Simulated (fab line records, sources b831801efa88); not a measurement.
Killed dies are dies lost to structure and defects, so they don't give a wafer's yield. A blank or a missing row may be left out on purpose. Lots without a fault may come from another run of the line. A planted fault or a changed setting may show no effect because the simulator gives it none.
fab line records | flow sky130
record lots=12 wafers=36 last_day=49
route steps=708 shown FIELD_ISO@15 NWELL@34 VT_ADJUST_LVTN@104 PAD_OPEN@708
lots that met no fault: from a run of the same line without faults
start_h: hours from the record's first day to the start of the lot's first wafer shown | wait_h: hours since the lot's step before | " the same as in the row above | L1.1+2: a row that stands for several wafers | - no value, or no start given | * or withheld: withheld | < > ~ a bound
route shown NAME@n: a module of which the file shows steps, and the number in the route of the first | usual: mean/standard deviation of fault-free wafers | same: alike in all rows | chamber/n: place in a boat | sites: the reading at each site | _std_site: their standard deviation | _edge_site: outer sites' mean less inner sites' | radius_mm: how far each site lies from the wafer's centre | mask NAME#n: copy n | behind: the tool/chamber that last shaped the wafer | hold: why the lot was held/for how many hours/how that ended | device: the transistor (n, p or np) that didn't switch | end of line: the same wafers' tests at the end of the route | a step without rows: its recipe alone | killed: dies lost to structure and defects at the first sort, not the wafer's yield | map: a wafer's dies, x killed, . not, _ none there
set.NAME: the setting as run; set.NAME@STEP: as run at that earlier step | model.NAME: the simulator's own value behind a step, which no gauge read
steps of the route over a sample of lots; a table a step, a row a wafer
services: from which hour (start_h, from the record's first day; less than 0 if before it) a tool's chamber was out of use, for how many hours, and why
## steps
# step SKY_FIELD_ISO_ETCH_14
# recipe chemistry=N2/H2 target=BARC ion_energy_ev=200 source_w=500 bias_w=100 pressure_mtorr=30 n2_flow_sccm=100 h2_flow_sccm=200 stop_on=SiO2 time_s=45.9 target_depth_a=600
# usual drypump_motor_current_A=5.9/0.45 oes_product_au=0.855/0.0048 run_length_s=74.1/0.57 throttle_valve_pct=13.224/0.0087
# columns lot.wafer tool chamber start_h wait_h drypump_motor_current_A oes_product_au rf_hours_counter_h run_length_s throttle_valve_pct
L333.2 rie_diel-01 3 28.92 0.1 5.5 0.859 76 74.7 13.220
L333.3 " 0 " " 6.6 0.851 129 73.6 13.238
L333.4 " 1 " " 5.3 0.857 29 74.9 13.229
L334.1 rie_diel-02 3 33.64 0.1 5.7 0.867 99 73.7 13.225
L334.5 " 2 " " 6.1 0.852 - 73.8 13.222
L334.6 " 3 " " 5.7 0.859 - 73.8 13.222
L336.1 rie_diel-02 3 43.32 0.1 5.7 0.855 99 74.1 13.234
L336.4 " 1 " " 5.2 0.853 51 74.5 13.235
L336.6 " 0 " " 6.6 0.849 - 74.3 13.234
L337.2 rie_diel-03 3 49.07 0.1 5.7 0.849 36 74.7 13.215
L337.3 " 2 " " 6.2 0.850 62 73.3 13.224
L337.6 " 0 " " 5.6 0.858 - 73.2 13.229
L339.1 rie_diel-02 2 58.96 0.1 6.1 0.855 7 73.8 13.227
L339.3 " 3 " " 5.7 0.851 99 73.8 13.223
L339.4 " 3 " " 5.7 0.856 - 73.6 13.227
L340.2 rie_diel-03 0 64.26 0.1 5.5 0.859 88 73.2 13.226
L340.3 " 1 " " 6.6 0.860 59 73.6 13.235
L340.4 " 3 " " 5.7 0.844 36 75.0 13.218
L343.2 rie_diel-03 1 81.54 0.1 6.6 0.865 59 73.8 13.206
L343.3 " 0 " " 5.6 0.855 88 73.5 13.225
L343.5 " 3 " " 5.7 0.852 - 74.5 13.222
L344.3 rie_diel-03 3 87.64 0.1 5.7 0.861 37 74.6 13.232
L344.5 " 3 " " 5.7 0.859 - 74.3 13.221
L344.6 " 2 " " 6.2 0.849 - 73.5 13.225
L345.1 rie_diel-01 3 90.47 0.1 5.5 0.852 77 74.9 13.211
L345.2 " 0 " " 6.6 0.856 130 74.1 13.216
L345.4 " 1 " " 5.3 0.856 30 74.9 13.223
L350.2 rie_diel-02 0 116.27 0.1 6.5 0.854 45 73.8 13.226
L350.3 " 3 " " 5.7 0.842 100 73.5 13.233
L350.6 " 2 " " 6.1 0.857 - 73.7 13.237
L351.1 rie_diel-02 0 120.54 0.1 6.5 0.619 45 121.4 13.203
L351.3 " 2 " " 6.1 0.612 8 121.3 13.226
L351.5 " 2 " " 6.1 0.603 - 121.5 13.211
L352.1 rie_diel-02 2 126.04 0.1 6.1 0.617 9 120.9 13.191
L352.3 " 3 " " 5.7 0.620 101 120.8 13.189
L352.6 " 3 " " 5.7 0.607 - 120.9 13.197
# step SKY_FIELD_ISO_STRIP_16
# recipe chemistry=O2/N2 power_w=1400 pressure_mtorr=1500 platen_temp_c=withheld o2_flow_sccm=3000 n2_flow_sccm=300 overash_fraction=0.5
# usual drypump_motor_current_A=5.67/0.26 oes_product_au=0.378/0.0044 strip_time_to_endpoint_s=3.55/0.031
# columns lot.wafer tool chamber start_h wait_h drypump_motor_current_A oes_product_au rf_hours_counter_h strip_time_to_endpoint_s
L333.2 plasma_asher-03 0 29.02 0.0 5.35 0.371 22 3.48
L333.3 " 0 " " 5.37 0.375 - 3.55
L333.4 " 1 " " 5.75 0.382 - 3.53
L334.1 plasma_asher-03 0 33.74 0.0 5.37 0.374 23 3.54
L334.5 " 1 " " 5.74 0.373 - 3.51
L334.6 " 0 " " 5.34 0.380 - 3.56
L336.1 plasma_asher-02 0 43.42 0.0 5.31 0.371 37 3.55
L336.4 " 0 " " 5.27 0.377 - 3.60
L336.6 " 1 " " 5.38 0.377 - 3.58
L337.2 plasma_asher-03 0 49.17 0.0 5.39 0.371 24 3.48
L337.3 " 1 " " 5.75 0.377 - 3.54
L337.6 " 1 " " 5.76 0.378 - 3.54
L339.1 plasma_asher-04 1 59.06 0.0 6.02 0.380 36 3.56
L339.3 " 0 " " 5.87 0.369 - 3.53
L339.4 " 1 " " 6.01 0.376 - 3.54
L340.2 plasma_asher-03 0 64.36 0.0 5.38 0.376 26 3.59
L340.3 " 1 " " 5.74 0.377 - 3.57
L340.4 " 0 " " 5.37 0.371 - 3.53
L343.2 plasma_asher-04 1 81.64 0.0 6.00 0.381 38 3.53
L343.3 " 1 " " 5.98 0.379 - 3.61
L343.5 " 0 " " 5.90 0.368 - 3.58
L344.3 plasma_asher-02 0 87.77 0.1 5.34 0.373 - 3.55
L344.5 " 1 " " 5.38 0.375 - 3.53
L344.6 " 0 " " 5.35 0.373 - 3.56
L345.1 plasma_asher-04 0 90.57 0.0 5.86 0.379 40 3.54
L345.2 " 1 " " 6.00 0.382 40 3.58
L345.4 " 1 " " 6.01 0.383 - 3.57
L350.2 plasma_asher-03 1 116.37 0.0 5.76 0.373 30 3.56
L350.3 " 0 " " 5.38 0.379 - 3.51
L350.6 " 1 " " 5.74 0.381 - 3.54
L351.1 plasma_asher-02 0 120.64 0.0 5.32 0.361 0 3.08
L351.3 " 1 " " 5.37 0.366 - 3.03
L351.5 " 1 " " 5.39 0.357 - 3.06
L352.1 plasma_asher-04 1 126.14 0.0 6.00 0.353 43 3.11
L352.3 " 0 " " 5.89 0.364 - 3.05
L352.6 " 1 " " 6.00 0.357 - 3.08
# step SKY_NWELL_THK_MEAS_02
# recipe reads=SiO2_of_NWELL_OXIDATION_01
# usual NWELL_OXIDATION_THK=10.06/0.17
# columns lot.wafer tool chamber start_h wait_h NWELL_OXIDATION_THK[nm]
L333.2 film_metro-02 - 34.77 0.0 10.20
L333.3 " - " " 10.41
L333.4 " - " " 10.29
L334.1 film_metro-02 - 39.98 0.0 10.39
L334.5 " - " " 10.34
L334.6 " - " " 10.46
L336.1 film_metro-03 - 49.04 0.0 10.00
L336.4 " - " " 10.18
L336.6 " - " " 10.30
L337.2 film_metro-02 - 54.83 0.0 9.94
L337.3 " - " " 10.07
L337.6 " - " " 9.93
L339.1 film_metro-01 - 64.67 0.0 10.14
L339.3 " - " " 10.06
L339.4 " - " " 10.23
L340.2 film_metro-01 - 70.29 0.0 10.09
L340.3 " - " " 10.12
L340.4 " - " " 10.17
L343.2 film_metro-01 - 87.77 0.0 10.06
L343.3 " - " " 10.06
L343.5 " - " " 9.94
L344.3 film_metro-03 - 94.26 0.0 10.19
L344.5 " - " " 10.24
L344.6 " - " " 10.24
L345.1 film_metro-01 - 98.03 0.0 10.09
L345.2 " - " " 10.02
L345.4 " - " " 10.05
L350.2 film_metro-01 - 123.67 0.0 9.54
L350.3 " - " " 9.73
L350.6 " - " " 9.80
L351.1 film_metro-01 - 127.22 0.0 10.01
L351.3 " - " " 9.97
L351.5 " - " " 9.90
L352.1 film_metro-02 - 133.03 0.0 9.80
L352.3 " - " " 9.85
L352.6 " - " " 9.77
# step SKY_NWELL_OVL_MEAS_23
# usual NWELL_01_OVL=0.9/1.6
# columns lot.wafer tool chamber start_h wait_h NWELL_01_OVL[nm]
L333.2 overlay-01 - 98.23 - -0.1
L333.3 " - " " 0.0
L333.4 " - " " 3.3
L334.1 overlay-01 - 106.22 - 2.1
L334.5 " - " " 1.0
L334.6 " - " " 1.4
L336.1 overlay-02 - 115.81 - 3.1
L336.4 " - " " 0.7
L336.6 " - " " 1.6
L337.2 overlay-01 - 123.05 - -0.8
L337.3 " - " " -0.8
L337.6 " - " " -0.1
L339.1 overlay-01 - 133.86 - -1.7
L339.3 " - " " -1.0
L339.4 " - " " -0.6
L340.2 overlay-02 - 139.55 - 4.7
L340.3 " - " " 3.5
L340.4 " - " " 3.8
L343.2 overlay-01 - 158.85 - 2.1
L343.3 " - " " 1.0
L343.5 " - " " 0.4
L344.3 overlay-01 - 166.92 - -0.1
L344.5 " - " " -3.4
L344.6 " - " " -1.2
L345.1 overlay-01 - 172.59 - -1.4
L345.2 " - " " 1.2
L345.4 " - " " -0.4
L350.2 overlay-01 - 203.30 - 3.2
L350.3 " - " " 0.2
L350.6 " - " " 2.8
L351.1 overlay-01 - 208.41 - 3.7
L351.3 " - " " 1.9
L351.5 " - " " 2.5
L352.1 overlay-01 - 215.42 - 0.0
L352.3 " - " " 0.1
L352.6 " - " " -1.7
# step SKY_VT_ADJUST_LVTN_OVL_MEAS_07
# usual VT_ADJUST_LVTN_OVL=-0.3/1.1
# columns lot.wafer tool chamber start_h wait_h VT_ADJUST_LVTN_OVL[nm]
L333.2 overlay-01 - 134.55 - -1.0
L333.3 " - " " -1.0
L333.4 " - " " 0.1
L334.1 overlay-01 - 143.16 - 0.7
L334.5 " - " " 1.9
L334.6 " - " " -2.3
L336.1 overlay-01 - 153.60 - -1.0
L336.4 " - " " 0.6
L336.6 " - " " 0.6
L337.2 overlay-01 - 160.95 - -1.5
L337.3 " - " " -0.3
L337.6 " - " " -0.5
L339.1 overlay-02 - 174.11 - 1.1
L339.3 " - " " -0.5
L339.4 " - " " -2.0
L340.2 overlay-02 - 180.85 - 0.0
L340.3 " - " " -1.4
L340.4 " - " " 0.8
L343.2 overlay-02 - 201.61 - 0.1
L343.3 " - " " 1.2
L343.5 " - " " 0.5
L344.3 overlay-02 - 209.42 - 0.4
L344.5 " - " " 1.8
L344.6 " - " " 1.7
L345.1 overlay-01 - 216.25 - 0.4
L345.2 " - " " 2.2
L345.4 " - " " 0.7
L350.2 overlay-01 - 249.45 - -1.0
L350.3 " - " " -2.6
L350.6 " - " " -0.8
L351.1 overlay-02 - 255.94 - 0.1
L351.3 " - " " -0.2
L351.5 " - " " 0.0
L352.1 overlay-02 - 262.44 - -0.1
L352.3 " - " " -0.3
L352.6 " - " " 0.3
# step SKY_PAD_OPEN_PROBE_99
# usual killed_at_M0_to_M3=43/7 killed_at_M4_up=3.5/1.9 killed_at_contacts=24/5.3 killed_at_front_end=15/4.4 killed_at_other=0.3/0.69 killed_dies=87/9.7 killed_open=48/7 killed_short=39/6.4
# same gross_dies=492 killed_at_back_side=0
# columns lot.wafer tool chamber start_h wait_h killed_at_M0_to_M3 killed_at_M4_up killed_at_contacts killed_at_front_end killed_at_other killed_dies killed_open killed_short
L344.3 prober-01 - 1146.48 0.2 51 1 25 19 4 100 62 35
L344.5 prober-01 - 1146.58 0.2 37 3 26 18 2 86 38 46
L344.6 prober-01 - 1146.63 0.2 42 3 30 15 0 90 53 37
L345.1 prober-02 - 1152.75 0.1 33 2 25 20 1 81 43 38
L345.2 prober-02 - 1152.80 0.1 34 1 22 15 0 72 42 30
L345.4 prober-02 - 1152.90 0.2 35 3 28 24 0 90 56 33
L351.1 prober-01 - 1171.37 0.1 42 3 32 16 0 93 55 38
L351.5 prober-01 - 1171.57 0.2 41 1 28 10 0 80 47 33
L352.1 prober-02 - 1176.72 0.1 34 1 18 13 0 66 39 27
L352.3 prober-02 - 1176.82 0.2 37 4 14 14 2 71 36 35
L352.6 prober-02 - 1176.97 0.2 35 4 24 20 1 84 51 33
# killed by level:class
L344.3 VIA1:geometric_particle:open=13 CONTACT:geometric_particle:open=11 FIELD_ISO:geometric_particle:open=8 LI_CONTACT:geometric_particle:open=7 VIA3:geometric_particle:open=6 VIA2:geometric_particle:open=6 VIA1:geometric_particle:short=5 FIELD_ISO:geometric_particle:short=4
L344.5 CONTACT:geometric_particle:open=12 VIA1:geometric_particle:open=9 VIA3:geometric_particle:short=8 FIELD_ISO:geometric_particle:short=7 CONTACT:geometric_particle:short=6 METAL1:geometric_particle:short=5 FIELD_ISO:geometric_particle:open=4 METAL2:geometric_particle:short=4
L344.6 LI_CONTACT:geometric_particle:open=8 CONTACT:geometric_particle:open=8 VIA1:geometric_particle:open=8 VIA2:geometric_particle:open=8 VIA3:geometric_particle:open=8 FIELD_ISO:geometric_particle:short=6 CONTACT:geometric_particle:short=6 FIELD_ISO:geometric_particle:open=4
L345.1 FIELD_ISO:geometric_particle:open=9 CONTACT:geometric_particle:open=9 LI_CONTACT:geometric_particle:open=7 VIA2:geometric_particle:open=7 VIA1:geometric_particle:short=6 VIA1:geometric_particle:open=6 FIELD_ISO:geometric_particle:short=4 LOCAL_INTERCONNECT:geometric_particle:short=4
L345.2 CONTACT:geometric_particle:open=8 VIA2:geometric_particle:open=7 VIA1:geometric_particle:open=7 LI_CONTACT:geometric_particle:open=6 LOCAL_INTERCONNECT:geometric_particle:short=4 METAL1:geometric_particle:short=4 VIA3:geometric_particle:open=4 FIELD_ISO:geometric_particle:open=3
L345.4 CONTACT:geometric_particle:open=13 VIA2:geometric_particle:open=12 VIA1:geometric_particle:open=8 FIELD_ISO:geometric_particle:open=7 LI_CONTACT:geometric_particle:open=7 POLY_GATE:geometric_particle:short=6 CONTACT:geometric_particle:short=6 POLY_GATE:geometric_particle:open=5
L351.1 CONTACT:geometric_particle:open=14 VIA2:geometric_particle:open=10 LI_CONTACT:geometric_particle:open=10 FIELD_ISO:geometric_particle:short=6 CONTACT:geometric_particle:short=5 METAL1:geometric_particle:short=5 VIA1:geometric_particle:short=5 VIA1:geometric_particle:open=5
L351.5 CONTACT:geometric_particle:open=12 LOCAL_INTERCONNECT:geometric_particle:short=7 VIA1:geometric_particle:open=7 VIA1:geometric_particle:short=7 LI_CONTACT:geometric_particle:open=6 VIA3:geometric_particle:open=6 VIA2:geometric_particle:open=6 METAL1:geometric_particle:short=4
L352.1 VIA2:geometric_particle:open=9 CONTACT:geometric_particle:open=6 LI_CONTACT:geometric_particle:open=5 VIA1:geometric_particle:open=5 FIELD_ISO:geometric_particle:short=4 VIA3:geometric_particle:open=4 FIELD_ISO:geometric_particle:open=3 POLY_GATE:geometric_particle:short=3
L352.3 VIA1:geometric_particle:open=13 FIELD_ISO:geometric_particle:short=6 VIA1:geometric_particle:short=6 CONTACT:geometric_particle:open=5 METAL2:geometric_particle:short=5 VIA2:geometric_particle:open=5 FIELD_ISO:geometric_particle:open=4 METAL4:geometric_particle:short=4
L352.6 LI_CONTACT:geometric_particle:open=9 VIA1:geometric_particle:open=8 VIA2:geometric_particle:open=7 VIA3:geometric_particle:open=6 CONTACT:geometric_particle:open=5 CONTACT:geometric_particle:short=5 POLY_GATE:geometric_particle:open=4 LOCAL_INTERCONNECT:geometric_particle:short=4
## services
# columns tool chamber start_h hours kind
rie_diel-02 1 31.03 2.7 repair
rie_diel-01 1 42.84 6.6 repair
rie_diel-01 3 43.16 6.8 repair
rie_diel-02 1 55.00 10.4 repair
rie_diel-03 2 70.08 15.6 repair
plasma_asher-03 - 80.11 11.8 repair
plasma_asher-02 - 108.78 9.0 pm
plasma_asher-02 0 108.78 9.0 vent_cycle
plasma_asher-02 1 108.78 9.0 vent_cycle
rie_diel-03 - 109.17 0.4 repair
rie_diel-01 - 109.67 14.6 pm
plasma_asher-04 - 116.08 2.8 pm
plasma_asher-02 0 117.78 - clean
plasma_asher-02 1 117.78 - clean
rie_diel-03 3 119.49 1.7 repair
## key
first_sign step=SKY_FIELD_ISO_ETCH_14 reading=run_length_s direction=up sigmas=83 usual=* struck=*
effect step=SKY_FIELD_ISO_ETCH_14 reading=oes_product_au direction=down sigmas=51 usual=0.855 struck=0.613
effect step=SKY_FIELD_ISO_STRIP_16 reading=strip_time_to_endpoint_s direction=down sigmas=15 usual=* struck=*
met_at SKY_FIELD_ISO_ETCH_14
struck_lots L351,L352
tester_left_out L351,L352
not_acting_at SKY_NWELL_THK_MEAS_02,SKY_NWELL_OVL_MEAS_23,SKY_VT_ADJUST_LVTN_OVL_MEAS_07
onset_between 116.27 120.54
fault kind=process_parameter_drift tool=rie_diel-02 chamber=- onset_h=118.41 steps=SKY_FIELD_ISO_ETCH_14 channel=time_s offset=* shape=step end_h=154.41 acts_in=* stated=*
# tester_left_out: of these lots the tester's yield and bins aren't shown, on N5 and GAA mostly nor the transistor test; their killed dies are dies lost to structure and defects alone, not to doping, threshold or leakage, so they don't give the yield
